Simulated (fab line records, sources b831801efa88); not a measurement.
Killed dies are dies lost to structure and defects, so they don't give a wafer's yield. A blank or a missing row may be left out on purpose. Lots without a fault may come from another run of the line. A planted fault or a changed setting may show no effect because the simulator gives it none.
fab line records | flow gf180mcu
record lots=5 wafers=15 last_day=34
route steps=602 shown M5@533 V5@540
lots that met no fault: from a run of the same line without faults
start_h: hours from the record's first day to the start of the lot's first wafer shown | wait_h: hours since the lot's step before | " the same as in the row above | L1.1+2: a row that stands for several wafers | - no value, or no start given | * or withheld: withheld | < > ~ a bound
route shown NAME@n: a module of which the file shows steps, and the number in the route of the first | usual: mean/standard deviation of fault-free wafers | same: alike in all rows | chamber/n: place in a boat | sites: the reading at each site | _std_site: their standard deviation | _edge_site: outer sites' mean less inner sites' | radius_mm: how far each site lies from the wafer's centre | mask NAME#n: copy n | behind: the tool/chamber that last shaped the wafer | hold: why the lot was held/for how many hours/how that ended | device: the transistor (n, p or np) that didn't switch | end of line: the same wafers' tests at the end of the route | a step without rows: its recipe alone | killed: dies lost to structure and defects at the first sort, not the wafer's yield | map: a wafer's dies, x killed, . not, _ none there
set.NAME: the setting as run; set.NAME@STEP: as run at that earlier step | model.NAME: the simulator's own value behind a step, which no gauge read
lots at some steps of the route; a table a step, a row a wafer
services: from which hour (start_h, from the record's first day; less than 0 if before it) a tool's chamber was out of use, for how many hours, and why
## steps
# step GF_M5_CD_MEAS_07
# recipe target_cd_nm=280
# usual cd_nm=280.3/1.3
# columns lot.wafer tool chamber start_h wait_h cd_nm
L079.2 cd_sem-01 - 669.53 0.1 280.4
L079.5 " - " " 279.5
L079.6 " - " " 279.4
L086.1 cd_sem-01 - 711.37 0.1 278.0
L086.3 " - " " 278.9
L086.5 " - " " 277.8
L087.2 cd_sem-02 - 719.83 0.1 279.3
L087.5 " - " " 279.0
L087.6 " - " " 279.6
L090.1 cd_sem-01 - 737.66 0.1 280.0
L090.2 " - " " 278.0
L090.3 " - " " 280.3
L094.4 cd_sem-02 - 757.17 0.1 280.6
L094.5 " - " " 281.5
L094.6 " - " " 279.9
# step GF_M5_OVL_MEAS_08
# usual M5_OVL=-2/5.6
# columns lot.wafer tool chamber start_h wait_h M5_OVL[nm]
L079.2 overlay-02 - 669.64 0.1 -11
L079.5 " - " " -3
L079.6 " - " " -8
L086.1 overlay-02 - 711.49 0.1 -1
L086.3 " - " " -1
L086.5 " - " " -5
L087.2 overlay-01 - 719.94 0.1 -5
L087.5 " - " " 3
L087.6 " - " " 0
L090.1 overlay-02 - 737.78 0.1 -3
L090.2 " - " " -3
L090.3 " - " " -4
L094.4 overlay-02 - 757.25 0.1 4
L094.5 " - " " -6
L094.6 " - " " -2
# step GF_M5_ETCH_09
# recipe chemistry=CF4/O2 target=Si3N4 target_depth_nm=52 source_w=800 bias_w=150 pressure_mtorr=150 cf4_flow_sccm=80 O2_flow_sccm=10 time_s=11.6
# usual chamber_pressure_mTorr=150.00/0.12 drypump_motor_current_A=5.9/0.52 oes_product_au=1.002/0.0096 throttle_valve_pct=5.971/0.0089
# columns lot.wafer tool chamber start_h wait_h chamber_pressure_mTorr drypump_motor_current_A oes_product_au rf_hours_counter_h throttle_valve_pct
L079.2 rie_diel-01 3 669.67 0.0 150.09 6.8 1.001 6 5.960
L079.5 " 0 " " 150.00 5.5 1.000 - 5.971
L079.6 " 3 " " 149.93 6.7 1.001 - 5.971
L086.1 rie_diel-02 1 711.52 0.0 150.15 6.3 1.001 11 5.974
L086.3 " 3 " " 149.84 5.3 1.003 40 5.973
L086.5 " 2 " " 149.93 5.9 0.986 - 5.963
L087.2 rie_diel-01 1 719.97 0.0 149.98 6.0 0.991 15 5.975
L087.5 " 1 " " 149.87 6.0 1.000 - 5.955
L087.6 " 0 " " 149.86 5.5 1.010 - 5.969
L090.1 rie_diel-02 3 737.82 0.0 149.71 5.3 1.009 41 5.977
L090.2 " 1 " " 150.25 6.3 1.020 12 5.990
L090.3 " 2 " " 150.11 5.9 0.982 14 5.971
L094.4 rie_diel-03 1 757.28 0.0 150.02 6.5 1.007 - 5.969
L094.5 " 2 " " 149.89 5.0 1.019 - 5.967
L094.6 " 0 " " 150.13 6.1 1.006 - 5.983
# step GF_M5_METAL_ETCH_10
# recipe chemistry=Cl2/BCl3 mask_material=KrF target_depth_nm=627.5 stop_on=SiO2 pressure_mtorr=8 icp_w=800 bias_w=140 Cl2_flow_sccm=80 bcl3_flow_sccm=40 time_s=104.6
# usual chamber_pressure_mTorr=7.999/0.0072 drypump_motor_current_A=6.0/0.58 oes_product_au=0.972/0.0056 throttle_valve_pct=28.249/0.0099
# columns lot.wafer tool chamber start_h wait_h chamber_pressure_mTorr drypump_motor_current_A oes_product_au rf_hours_counter_h throttle_valve_pct
L079.2 rie_metal-03 0 669.73 0.0 8.003 5.1 0.971 - 28.257
L079.5 " 0 " " 8.001 5.1 0.971 - 28.263
L079.6 " 0 " " 7.992 5.1 0.968 - 28.264
L086.1 rie_metal-03 0 711.54 0.0 7.989 5.1 0.970 9 28.263
L086.3 " 0 " " 7.997 5.1 0.961 - 28.254
L086.5 " 0 " " 8.001 5.1 0.981 - 28.245
L087.2 rie_metal-03 1 719.99 0.0 8.005 6.2 0.975 0 28.245
L087.5 " 1 " " 7.999 6.2 0.978 - 28.241
L087.6 " 0 " " 7.997 5.1 0.971 - 28.236
L090.1 rie_metal-02 1 737.84 0.0 7.996 6.4 0.975 4 28.258
L090.2 " 0 " " 8.000 5.6 0.973 8 28.272
L090.3 " 0 " " 7.991 5.6 0.971 - 28.237
L094.4 rie_metal-04 1 757.40 0.1 8.003 6.5 0.967 - 28.253
L094.5 " 1 " " 8.008 6.5 0.961 - 28.249
L094.6 " 1 " " 7.995 6.5 0.973 - 28.251
# step GF_M5_STRIP_11
# recipe chemistry=O2/N2 power_w=1400 pressure_mtorr=1500 platen_temp_c=250 o2_flow_sccm=3000 n2_flow_sccm=300 overash_fraction=0.5
# usual chamber_pressure_mTorr=1500.2/1.5 drypump_motor_current_A=5.5/0.4 heater_power_w=326/10 o2_flow_sccm=2999/8.7 oes_product_au=0.544/0.0052 strip_time_to_endpoint_s=7.55/0.043
# columns lot.wafer tool chamber start_h wait_h chamber_pressure_mTorr drypump_motor_current_A heater_power_w o2_flow_sccm oes_product_au rf_hours_counter_h strip_time_to_endpoint_s
L079.2 plasma_asher-03 1 669.92 0.1 1500.4 5.2 307 2991 0.544 92 7.53
L079.5 " 1 " " 1498.2 5.2 310 2987 0.546 - 7.49
L079.6 " 0 " " 1500.2 6.2 325 2997 0.545 - 7.56
L086.1 plasma_asher-02 1 711.77 0.2 1499.6 5.1 338 2997 0.547 62 7.59
L086.3 " 0 " " 1499.9 5.7 327 3023 0.547 - 7.60
L086.5 " 1 " " 1501.5 5.1 340 2995 0.548 - 7.58
L087.2 plasma_asher-01 0 720.10 0.1 1500.0 5.2 331 3007 0.531 29 7.48
L087.5 " 1 " " 1498.9 5.9 324 3002 0.543 - 7.50
L087.6 " 0 " " 1499.2 5.2 324 3016 0.543 - 7.51
L090.1 plasma_asher-03 1 737.96 0.1 1501.3 5.2 304 2998 0.545 99 7.59
L090.2 " 0 " " 1498.7 6.2 328 3003 0.550 99 7.60
L090.3 " 0 " " 1501.7 6.2 325 3002 0.542 - 7.59
L094.4 plasma_asher-02 0 757.55 0.1 1503.9 5.6 313 3014 0.544 - 7.60
L094.5 " 1 " " 1502.8 5.1 335 2996 0.544 - 7.58
L094.6 " 0 " " 1500.1 5.7 329 3004 0.540 - 7.55
# step GF_M5_STRIP_12
# recipe chemistry=post_etch_residue_remover time_s=1200 temp_c=72.5
# columns lot.wafer tool chamber start_h wait_h
L079.2+5+6 wet_bench-01 3 670.02 0.1
L086.1+3+5 wet_bench-02 3 711.87 0.1
L087.2+5+6 wet_bench-04 3 720.20 0.1
L090.1+2+3 wet_bench-01 2 738.06 0.1
L094.4+5+6 wet_bench-04 3 757.62 0.0
# step GF_M5_CLEAN_13
# recipe chemistry=DIW dry=n2_spin
# columns lot.wafer tool chamber start_h wait_h
L079.2+5+6 wet_bench-01 0 670.39 0.0
L086.1+3+5 wet_bench-04 1 712.24 0.0
L087.2+5+6 wet_bench-02 0 720.55 0.0
L090.1+2+3 wet_bench-02 3 738.40 0.0
L094.4+5+6 wet_bench-02 3 757.96 0.0
# step GF_V5_CVD_00
# recipe material=SiO2 target_thk_nm=300 sigma_open_frac=0.3 temp_c=400 time_s=50 sih4_flow_sccm=60 pressure_mtorr=6
# usual pressure_mtorr=6.001/0.012
# columns lot.wafer tool chamber start_h wait_h pressure_mtorr
L079.2 hdpcvd-02 2 670.49 0.0 5.996
L079.5 " 1 " " 6.011
L079.6 " 0 " " 6.017
L086.1 hdpcvd-01 2 712.33 0.0 6.000
L086.3 " 1 " " 5.997
L086.5 " 0 " " 6.006
L087.2 hdpcvd-01 0 720.64 0.0 5.999
L087.5 " 2 " " 6.016
L087.6 " 1 " " 5.998
L090.1 hdpcvd-02 2 738.49 0.0 6.003
L090.2 " 1 " " 5.995
L090.3 " 0 " " 5.989
L094.4 hdpcvd-01 2 758.07 0.0 5.982
L094.5 " 0 " " 6.005
L094.6 " 1 " " 5.993
# step GF_V5_THK_MEAS_01
# recipe reads=SiO2_of_V5_CVD_00
# usual V5_CVD_00_THK=298/3
# columns lot.wafer tool chamber start_h wait_h V5_CVD_00_THK[nm]
L079.2 film_metro-03 - 670.54 0.0 296
L079.5 " - " " 299
L079.6 " - " " 299
L086.1 film_metro-03 - 712.38 0.0 296
L086.3 " - " " 298
L086.5 " - " " 300
L087.2 film_metro-01 - 720.69 0.0 303
L087.5 " - " " 299
L087.6 " - " " 298
L090.1 film_metro-03 - 738.53 0.0 301
L090.2 " - " " 302
L090.3 " - " " 305
L094.4 film_metro-02 - 758.12 0.0 294
L094.5 " - " " 296
L094.6 " - " " 296
# step GF_V5_CVD_02
# recipe material=SiO2 target_thk_nm=1450 precursor=TEOS temp_c=400 time_s=163.28 rf_w=600
# usual heater_power_w=618/94
# columns lot.wafer tool chamber start_h wait_h heater_power_w
L079.2 pecvd-02 2 670.59 0.0 646
L079.5 " 2 " " 597
L079.6 " 1 " " 577
L086.1 pecvd-02 1 712.44 0.1 710
L086.3 " 0 " " 430
L086.5 " 2 " " 605
L087.2 pecvd-03 0 720.74 0.0 789
L087.5 " 1 " " 519
L087.6 " 0 " " 663
L090.1 pecvd-04 2 738.59 0.1 758
L090.2 " 0 " " 517
L090.3 " 1 " " 557
L094.4 pecvd-04 0 758.21 0.1 487
L094.5 " 1 " " 599
L094.6 " 2 " " 744
# step GF_V5_THK_MEAS_03
# recipe reads=SiO2_of_V5_CVD_02
# usual V5_CVD_02_THK=1453/20
# columns lot.wafer tool chamber start_h wait_h V5_CVD_02_THK[nm]
L079.2 film_metro-03 - 670.77 0.1 1416
L079.5 " - " " 1439
L079.6 " - " " 1473
L086.1 film_metro-03 - 712.54 0.1 1465
L086.3 " - " " 1442
L086.5 " - " " 1462
L087.2 film_metro-03 - 720.86 0.1 1429
L087.5 " - " " 1427
L087.6 " - " " 1443
L090.1 film_metro-03 - 738.70 0.1 1436
L090.2 " - " " 1442
L090.3 " - " " 1433
L094.4 film_metro-03 - 758.29 0.0 1463
L094.5 " - " " 1452
L094.6 " - " " 1449
# step GF_V5_CMP_04
# recipe material=SiO2 down_force_psi=4 platen_rpm=60 pad_velocity_m_s=0.94248
# usual edge_zone_pressure_frac=0.999/0.0044 motor_current_A=12.5/0.68
# columns lot.wafer tool chamber start_h wait_h edge_zone_pressure_frac motor_current_A
L079.2 cmp-02 3 670.82 0.0 1.011 12.3
L079.5 " 3 " " 1.000 13.5
L079.6 " 0 " " 1.002 12.9
L086.3 cmp-02 1 712.60 0.0 1.005 11.8
L086.1 " 3 " " 1.001 13.2
L086.5 " 1 " " 0.994 11.0
L087.2 cmp-01 1 720.91 0.0 1.004 11.5
L087.6 " 1 " " 1.002 12.3
L087.5 " 2 " " 0.994 11.9
L090.2 cmp-02 3 740.91 2.2 1.002 12.9
L090.3 " 0 " " 1.003 13.6
L090.1 " 2 " " 0.998 13.0
L094.4 cmp-02 0 758.37 0.1 0.997 12.7
L094.6 " 3 " " 1.007 12.7
L094.5 " 0 " " 1.003 12.7
# step GF_V5_BOW_MEAS_05
# recipe mode=bow
# usual V5_BOW=136/9.5
# columns lot.wafer tool chamber start_h wait_h V5_BOW[um]
L079.2 film_metro-03 - 671.14 0.3 121
L079.5 " - " " 121
L079.6 " - " " 129
L086.1 film_metro-03 - 712.90 0.1 143
L086.3 " - " " 138
L086.5 " - " " 141
L087.2 film_metro-03 - 721.23 0.3 136
L087.5 " - " " 151
L087.6 " - " " 141
L090.1 film_metro-01 - 741.21 0.1 137
L090.2 " - " " 134
L090.3 " - " " 127
L094.4 film_metro-01 - 758.68 0.3 154
L094.5 " - " " 135
L094.6 " - " " 150
# step GF_V5_DEHYDRATE_06
# recipe temp_c=200 time_s=60
# usual heater_power_total_W=160.37/0.12 plate_temp_C=199.97/0.15
# columns lot.wafer tool chamber start_h wait_h heater_power_total_W plate_temp_C
L079.2 litho_track-03 0 680.44 9.3 160.51 199.91
L079.5 " 0 " " 160.35 199.77
L079.6 " 0 " " 160.46 199.65
L086.1 litho_track-04 0 721.47 8.5 160.58 199.86
L086.3 " 0 " " 160.48 199.85
L086.5 " 0 " " 160.36 200.00
L087.2 litho_track-03 0 729.94 8.7 160.28 200.12
L087.5 " 0 " " 160.47 199.91
L087.6 " 0 " " 160.44 200.02
L090.1 litho_track-03 0 748.41 7.2 160.37 199.92
L090.2 " 0 " " 160.26 200.01
L090.3 " 0 " " 160.26 199.73
L094.4 litho_track-01 0 766.43 7.7 160.29 199.93
L094.5 " 0 " " 160.24 200.02
L094.6 " 0 " " 160.34 200.11
# step GF_V5_HMDS_07
# recipe prime_time_s=60 prime_temp_c=120
# columns lot.wafer tool chamber start_h wait_h
L079.2+5+6 litho_track-03 0 680.59 0.1
L086.1+3+5 litho_track-04 0 721.62 0.1
L087.2+5+6 litho_track-03 0 730.09 0.1
L090.1+2+3 litho_track-03 0 748.56 0.1
L094.4+5+6 litho_track-01 0 766.58 0.1
# step GF_V5_COAT_08
# recipe resist=BARC temp_c=withheld time_s=withheld spin_rpm=withheld resist_thk_nm=withheld
# columns lot.wafer tool chamber start_h wait_h
L079.2+5+6 litho_track-03 0 680.74 0.1
L086.1+3+5 litho_track-04 0 721.77 0.1
L087.2+5+6 litho_track-03 0 730.24 0.1
L090.1+2+3 litho_track-03 0 748.71 0.1
L094.4+5+6 litho_track-01 0 766.73 0.1
# step GF_V5_COAT_09
# recipe resist=KrF spin_rpm=withheld resist_thk_nm=1000
# columns lot.wafer tool chamber start_h wait_h
L079.2+5+6 litho_track-03 0 - -
L086.1+3+5 litho_track-04 0 - -
L087.2+5+6 litho_track-03 0 - -
L090.1+2+3 litho_track-03 0 - -
L094.4+5+6 litho_track-01 0 - -
# step GF_V5_SOFTBAKE_10
# recipe temp_c=130 time_s=60 resist=KrF
# usual heater_power_total_W=93.05/0.057 plate_temp_C=130.01/0.13
# columns lot.wafer tool chamber start_h wait_h heater_power_total_W plate_temp_C
L079.2 litho_track-03 0 - - 93.06 129.99
L079.5 " 0 " " 93.04 129.99
L079.6 " 0 " " 93.05 130.07
L086.1 litho_track-04 0 - - 93.09 130.07
L086.3 " 0 " " 93.04 130.23
L086.5 " 0 " " 93.06 130.14
L087.2 litho_track-03 0 - - 93.12 130.06
L087.5 " 0 " " 93.04 130.22
L087.6 " 0 " " 93.09 129.84
L090.1 litho_track-03 0 - - 92.96 129.93
L090.2 " 0 " " 93.11 129.85
L090.3 " 0 " " 93.12 130.05
L094.4 litho_track-01 0 - - 93.11 129.91
L094.5 " 0 " " 93.11 129.82
L094.6 " 0 " " 93.11 130.07
# step GF_V5_EXPOSE_11
# recipe mask_id=Via5 target_cd_nm=260 na=0.68 source_shape=conventional sigma_outer=0.6 dose_mj=38
# columns lot.wafer tool chamber start_h wait_h mask
L079.2+5+6 krf_scanner-01 0 - - Via5#0
L086.1+3+5 krf_scanner-01 0 - - Via5#0
L087.2+5+6 krf_scanner-01 0 - - Via5#0
L090.1+2+3 krf_scanner-01 0 - - Via5#0
L094.4+5+6 krf_scanner-02 0 - - Via5#0
# step GF_V5_PEB_12
# recipe peb_temp_c=135 peb_time_s=90 resist=KrF
# usual heater_power_total_W=85.71/0.089 plate_temp_C=134.98/0.15
# columns lot.wafer tool chamber start_h wait_h heater_power_total_W plate_temp_C
L079.2 litho_track-04 0 - - 85.59 134.97
L079.5 " 0 " " 85.62 134.92
L079.6 " 0 " " 85.71 134.94
L086.1 litho_track-03 0 - - 85.70 135.04
L086.3 " 0 " " 85.66 134.81
L086.5 " 0 " " 85.78 135.07
L087.2 litho_track-03 0 - - 85.64 135.06
L087.5 " 0 " " 85.66 135.14
L087.6 " 0 " " 85.76 135.02
L090.1 litho_track-04 0 - - 85.81 135.27
L090.2 " 0 " " 85.81 135.15
L090.3 " 0 " " 85.75 135.10
L094.4 litho_track-04 0 - - 85.75 134.81
L094.5 " 0 " " 85.80 134.82
L094.6 " 0 " " 85.57 135.01
# step GF_V5_DEVELOP_13
# recipe develop_time_s=60 resist=KrF dev_temp_c=21
# columns lot.wafer tool chamber start_h wait_h
L079.2+5+6 litho_track-04 0 690.39 0.2
L086.1+3+5 litho_track-03 0 730.86 0.2
L087.2+5+6 litho_track-03 0 739.79 0.2
L090.1+2+3 litho_track-04 0 757.06 0.2
L094.4+5+6 litho_track-04 0 774.64 0.1
# step GF_V5_CD_MEAS_14
# recipe target_cd_nm=260
# usual cd_nm=259.9/1.4
# columns lot.wafer tool chamber start_h wait_h cd_nm
L079.2 cd_sem-01 - 690.54 0.1 261.8
L079.5 " - " " 260.6
L079.6 " - " " 260.9
L086.1 cd_sem-01 - 731.01 0.1 258.9
L086.3 " - " " 258.8
L086.5 " - " " 258.7
L087.2 cd_sem-01 - 739.93 0.1 257.0
L087.5 " - " " 256.7
L087.6 " - " " 257.1
L090.1 cd_sem-01 - 757.21 0.1 262.4
L090.2 " - " " 261.3
L090.3 " - " " 262.0
L094.4 cd_sem-01 - 774.77 0.1 260.6
L094.5 " - " " 261.8
L094.6 " - " " 261.5
# step GF_V5_OVL_MEAS_15
# usual V5_OVL=2/4.6
# columns lot.wafer tool chamber start_h wait_h V5_OVL[nm]
L079.2 overlay-02 - 690.64 0.1 14
L079.5 " - " " 4
L079.6 " - " " 10
L086.1 overlay-02 - 731.13 0.1 1
L086.3 " - " " -2
L086.5 " - " " 1
L087.2 overlay-02 - 740.04 0.1 0
L087.5 " - " " 6
L087.6 " - " " -5
L090.1 overlay-01 - 757.33 0.1 -4
L090.2 " - " " -7
L090.3 " - " " 5
L094.4 overlay-01 - 774.85 0.1 6
L094.5 " - " " 2
L094.6 " - " " 5
# step GF_V5_ETCH_16
# recipe chemistry=N2/H2 target_depth_a=withheld overetch_a=withheld time_s=withheld target=BARC ion_energy_ev=200 source_w=500 bias_w=100 pressure_mtorr=30 n2_flow_sccm=100 h2_flow_sccm=200
# usual chamber_pressure_mTorr=30.000/0.028 drypump_motor_current_A=5.9/0.45 oes_product_au=0.854/0.0043 throttle_valve_pct=13.224/0.009
# columns lot.wafer tool chamber start_h wait_h chamber_pressure_mTorr drypump_motor_current_A oes_product_au throttle_valve_pct
L079.2 rie_diel-03 1 690.67 0.0 30.000 6.5 0.858 13.223
L079.5 " 3 " " 30.029 6.1 0.864 13.224
L079.6 " 2 " " 30.003 5.0 0.859 13.230
L086.1 rie_diel-03 0 731.17 0.0 30.018 6.0 0.858 13.223
L086.3 " 2 " " 29.990 5.0 0.856 13.231
L086.5 " 3 " " 30.039 6.2 0.853 13.218
L087.2 rie_diel-04 1 740.07 0.0 30.012 6.0 0.859 13.238
L087.5 " 3 " " 30.007 5.8 0.859 13.227
L087.6 " 0 " " 29.991 5.2 0.854 13.217
L090.1 rie_diel-04 0 757.37 0.0 30.002 5.2 0.850 13.217
L090.2 " 1 " " 29.981 5.9 0.856 13.233
L090.3 " 2 " " 30.008 6.1 0.851 13.231
L094.4 rie_diel-03 3 774.89 0.0 29.995 6.2 0.856 13.224
L094.5 " 1 " " 30.006 6.5 0.853 13.235
L094.6 " 3 " " 30.015 6.2 0.865 13.222
# step GF_V5_ETCH_17
# recipe chemistry=C4F8/O2/Ar mask_material=KrF target=SiO2 stop_on=TiN source_w=1500 bias_w=1200 pressure_mtorr=40 c4f8_flow_sccm=withheld O2_flow_sccm=6 Ar_flow_sccm=300 time_s=withheld target_depth_a=8550
# usual chamber_pressure_mTorr=40.00/0.038 oes_product_au=0.860/0.0046
# columns lot.wafer tool chamber start_h wait_h chamber_pressure_mTorr oes_product_au
L079.2 rie_diel-03 1 - - 39.97 0.866
L079.5 " 3 " " 39.98 0.857
L079.6 " 2 " " 39.95 0.868
L086.1 rie_diel-03 0 - - 39.99 0.868
L086.3 " 2 " " 39.99 0.853
L086.5 " 3 " " 40.07 0.865
L087.2 rie_diel-04 1 - - 40.04 0.866
L087.5 " 3 " " 40.01 0.853
L087.6 " 0 " " 39.92 0.859
L090.1 rie_diel-04 0 - - 40.03 0.861
L090.2 " 1 " " 39.98 0.859
L090.3 " 2 " " 40.11 0.863
L094.4 rie_diel-03 3 - - 40.00 0.855
L094.5 " 1 " " 40.05 0.862
L094.6 " 3 " " 39.94 0.867
# step GF_V5_STRIP_18
# recipe chemistry=O2/N2 power_w=1400 pressure_mtorr=1500 platen_temp_c=250 o2_flow_sccm=3000 n2_flow_sccm=300 overash_fraction=0.5
# usual chamber_pressure_mTorr=1500.1/1.3 drypump_motor_current_A=5.8/0.53 heater_power_w=331/9.7 o2_flow_sccm=3001/8.3 oes_product_au=0.568/0.0055
# columns lot.wafer tool chamber start_h wait_h chamber_pressure_mTorr drypump_motor_current_A heater_power_w o2_flow_sccm oes_product_au rf_hours_counter_h
L079.2 plasma_asher-04 1 690.82 - 1499.8 6.7 324 3005 0.562 107
L079.5 " 1 " " 1501.0 6.7 319 3005 0.570 -
L079.6 " 0 " " 1503.1 6.1 341 2996 0.565 -
L086.1 plasma_asher-01 1 731.32 - 1499.0 5.9 324 2985 0.565 30
L086.3 " 1 " " 1500.6 5.9 329 2998 0.576 -
L086.5 " 0 " " 1500.6 5.2 329 3001 0.569 -
L087.2 plasma_asher-01 1 740.22 - 1499.7 5.9 323 2986 0.563 31
L087.5 " 0 " " 1501.2 5.2 321 3012 0.577 -
L087.6 " 1 " " 1499.1 5.9 322 3002 0.562 -
L090.1 plasma_asher-04 0 757.52 - 1500.2 6.1 343 3009 0.564 1
L090.2 " 1 " " 1498.2 6.7 345 2987 0.554 1
L090.3 " 1 " " 1503.4 6.7 334 2985 0.567 -
L094.4 plasma_asher-04 0 775.13 - 1499.7 6.1 342 3016 0.562 -
L094.5 " 0 " " 1498.9 6.1 346 3009 0.574 -
L094.6 " 1 " " 1499.9 6.7 344 2999 0.569 -
# step GF_V5_STRIP_19
# recipe chemistry=post_etch_residue_remover time_s=1200 temp_c=72.5
# columns lot.wafer tool chamber start_h wait_h
L079.2+5+6 wet_bench-02 2 690.92 0.1
L086.1+3+5 wet_bench-04 1 731.42 0.1
L087.2+5+6 wet_bench-03 2 740.32 0.1
L090.1+2+3 wet_bench-03 2 757.62 0.1
L094.4+5+6 wet_bench-03 1 775.20 0.0
# step GF_V5_CLEAN_20
# recipe chemistry=DIW dry=n2_spin
# columns lot.wafer tool chamber start_h wait_h
L079.2+5+6 wet_bench-04 0 691.27 0.0
L086.1+3+5 wet_bench-03 1 731.76 0.0
L087.2+5+6 wet_bench-02 0 740.66 0.0
L090.1+2+3 wet_bench-04 1 757.97 0.0
L094.4+5+6 wet_bench-02 0 775.57 0.0
# step GF_V5_SPUTTER_21
# recipe material=Ti target_thk_nm=15 chamber_pressure_pa=5 power_w=2500 substrate_temp_c=200 time_s=80.02
# usual cathode_dc_power_W=2500.1/0.42 throttle_valve_pct=29.8/1
# columns lot.wafer tool chamber start_h wait_h cathode_dc_power_W throttle_valve_pct
L079.2 pvd_sputter-02 - 691.36 0.0 2500.2 29.5
L079.5 " - " " 2500.2 29.8
L079.6 " - " " 2500.2 30.2
L086.1 pvd_sputter-03 - 731.86 0.0 2499.7 29.7
L086.3 " - " " 2499.5 28.8
L086.5 " - " " 2499.9 31.7
L087.2 pvd_sputter-02 - 740.76 0.0 2499.8 30.4
L087.5 " - " " 2500.4 30.3
L087.6 " - " " 2499.8 30.1
L090.1 pvd_sputter-01 - 758.06 0.0 2499.8 30.2
L090.2 " - " " 2499.8 31.0
L090.3 " - " " 2500.6 29.0
L094.4 pvd_sputter-03 - 775.69 0.0 2499.7 31.6
L094.5 " - " " 2499.9 28.7
L094.6 " - " " 2500.4 29.8
# step GF_V5_SPUTTER_22
# recipe material=TiN target_thk_nm=10 chamber_pressure_pa=5 power_w=4000 time_s=40
# usual cathode_dc_power_W=3999.9/0.74 throttle_valve_pct=29.8/0.99
# columns lot.wafer tool chamber start_h wait_h cathode_dc_power_W throttle_valve_pct
L079.2 pvd_sputter-02 - 691.42 0.0 3998.6 29.5
L079.5 " - " " 4000.4 29.5
L079.6 " - " " 3998.9 29.9
L086.1 pvd_sputter-03 - 731.92 0.0 4000.8 29.7
L086.3 " - " " 3999.3 29.0
L086.5 " - " " 4000.7 31.5
L087.2 pvd_sputter-02 - 740.82 0.0 3999.3 30.4
L087.5 " - " " 3999.9 30.3
L087.6 " - " " 3999.2 29.9
L090.1 pvd_sputter-01 - 758.12 0.0 4000.1 30.6
L090.2 " - " " 4000.5 30.9
L090.3 " - " " 3998.6 29.0
L094.4 pvd_sputter-03 - 775.74 0.0 3998.6 31.7
L094.5 " - " " 3999.3 28.9
L094.6 " - " " 3999.7 29.5
# step GF_V5_CVD_23
# recipe material=W target_thk_nm=350 time_s=104.9 temp_c=400 pressure_torr=40
# usual heater_power_w=885/23
# columns lot.wafer tool chamber start_h wait_h heater_power_w
L079.2 cvd_w-02 1 691.46 0.0 892
L079.5 " 0 " " 871
L079.6 " 1 " " 887
L086.1 cvd_w-01 0 731.96 0.0 878
L086.3 " 0 " " 871
L086.5 " 1 " " 900
L087.2 cvd_w-01 0 740.86 0.0 869
L087.5 " 0 " " 858
L087.6 " 1 " " 910
L090.1 cvd_w-02 1 758.16 0.0 884
L090.2 " 0 " " 895
L090.3 " 1 " " 880
L094.4 cvd_w-01 0 775.80 0.0 853
L094.5 " 1 " " 902
L094.6 " 0 " " 885
# step GF_V5_RS_MEAS_24
# recipe thk_meas_gauge=four-point-probe reads=W_of_V5_CVD_23+TiN_of_V5_SPUTTER_22+Ti_of_V5_SPUTTER_21
# usual V5_W_RS=0.328/0.0042
# columns lot.wafer tool chamber start_h wait_h V5_W_RS[ohm/sq]
L079.2 film_metro-03 - 691.59 0.1 0.336
L079.5 " - " " 0.334
L079.6 " - " " 0.337
L086.1 film_metro-01 - 732.07 0.1 0.326
L086.3 " - " " 0.328
L086.5 " - " " 0.322
L087.2 film_metro-01 - 740.99 0.1 0.327
L087.5 " - " " 0.326
L087.6 " - " " 0.320
L090.1 film_metro-02 - 758.27 0.1 0.332
L090.2 " - " " 0.326
L090.3 " - " " 0.330
L094.4 film_metro-02 - 775.94 0.1 0.331
L094.5 " - " " 0.324
L094.6 " - " " 0.335
# step GF_V5_THK_MEAS_25
# recipe thk_meas_gauge=xrf reads=W_of_V5_CVD_23
# usual V5_W_THK=357/5.6
# columns lot.wafer tool chamber start_h wait_h V5_W_THK[nm]
L079.2 film_metro-03 - 691.70 0.1 353
L079.5 " - " " 358
L079.6 " - " " 354
L086.1 film_metro-01 - 732.19 0.1 357
L086.3 " - " " 353
L086.5 " - " " 361
L087.2 film_metro-01 - 741.10 0.1 357
L087.5 " - " " 360
L087.6 " - " " 363
L090.1 film_metro-02 - 758.39 0.1 351
L090.2 " - " " 359
L090.3 " - " " 354
L094.4 film_metro-02 - 776.03 0.1 351
L094.5 " - " " 358
L094.6 " - " " 346
# step GF_V5_CMP_26
# recipe stop_on=SiO2 down_force_psi=3.5 platen_rpm=60 t_overpolish_s=15 target_thk_nm=0 pad_velocity_m_s=0.94248
# usual edge_zone_pressure_frac=1.000/0.0048 motor_current_A=11.5/0.61 overpolish_run_s=15.000/0.009 time_to_endpoint_s=84/4.2
# columns lot.wafer tool chamber start_h wait_h edge_zone_pressure_frac motor_current_A overpolish_run_s time_to_endpoint_s
L079.2 cmp-01 0 691.80 0.1 1.002 12.2 15.006 81
L079.5 " 3 " " 1.006 11.2 15.013 87
L079.6 " 0 " " 1.005 11.4 15.013 79
L086.1 cmp-01 2 732.30 0.1 0.995 11.2 14.993 83
L086.3 " 0 " " 1.005 12.2 15.000 76
L086.5 " 1 " " 0.995 11.0 14.994 81
L087.2 cmp-01 3 741.49 0.4 1.011 11.7 14.992 84
L087.6 " 2 " " 0.998 10.8 14.990 89
L087.5 " 3 " " 1.001 11.3 14.997 86
L090.3 cmp-01 0 758.50 0.1 0.994 11.8 15.009 80
L090.2 " 1 " " 1.001 11.2 14.996 83
L090.1 " 2 " " 1.006 11.1 14.990 86
L094.4 cmp-02 2 776.06 0.0 1.003 12.0 14.992 87
L094.6 " 2 " " 1.004 12.2 15.006 86
L094.5 " 3 " " 1.000 11.6 14.993 91
## services
# columns tool chamber start_h hours kind
rie_diel-04 - 650.30 2.8 pm
pvd_sputter-03 - 650.60 0.7 repair
rie_metal-03 - 651.88 2.8 pm
rie_diel-04 0 655.82 4.4 repair
rie_metal-03 1 658.58 17.4 repair
cvd_w-01 - 660.90 0.5 repair
pecvd-02 0 662.03 15.4 repair
krf_scanner-01 - 665.12 4.4 pm
rie_diel-04 3 671.99 10.8 repair
krf_scanner-01 - 673.66 1.3 pm
cmp-02 - 677.42 23.6 pm
cvd_w-01 - 687.62 14.6 pm
rie_metal-03 - 694.14 0.6 repair
krf_scanner-01 - 698.29 1.0 pm
plasma_asher-01 - 713.11 1.2 repair
krf_scanner-01 - 726.00 0.2 repair
plasma_asher-04 - 733.75 9.0 pm
cmp-01 - 736.33 4.5 pm
rie_metal-03 - 739.47 1.4 pm
cmp-01 - 744.28 4.0 pm
hdpcvd-01 2 746.68 8.8 repair
rie_diel-03 0 768.16 12.5 repair
hdpcvd-01 - 768.93 0.3 repair
plasma_asher-01 - 774.63 3.2 repair
## key
fault none
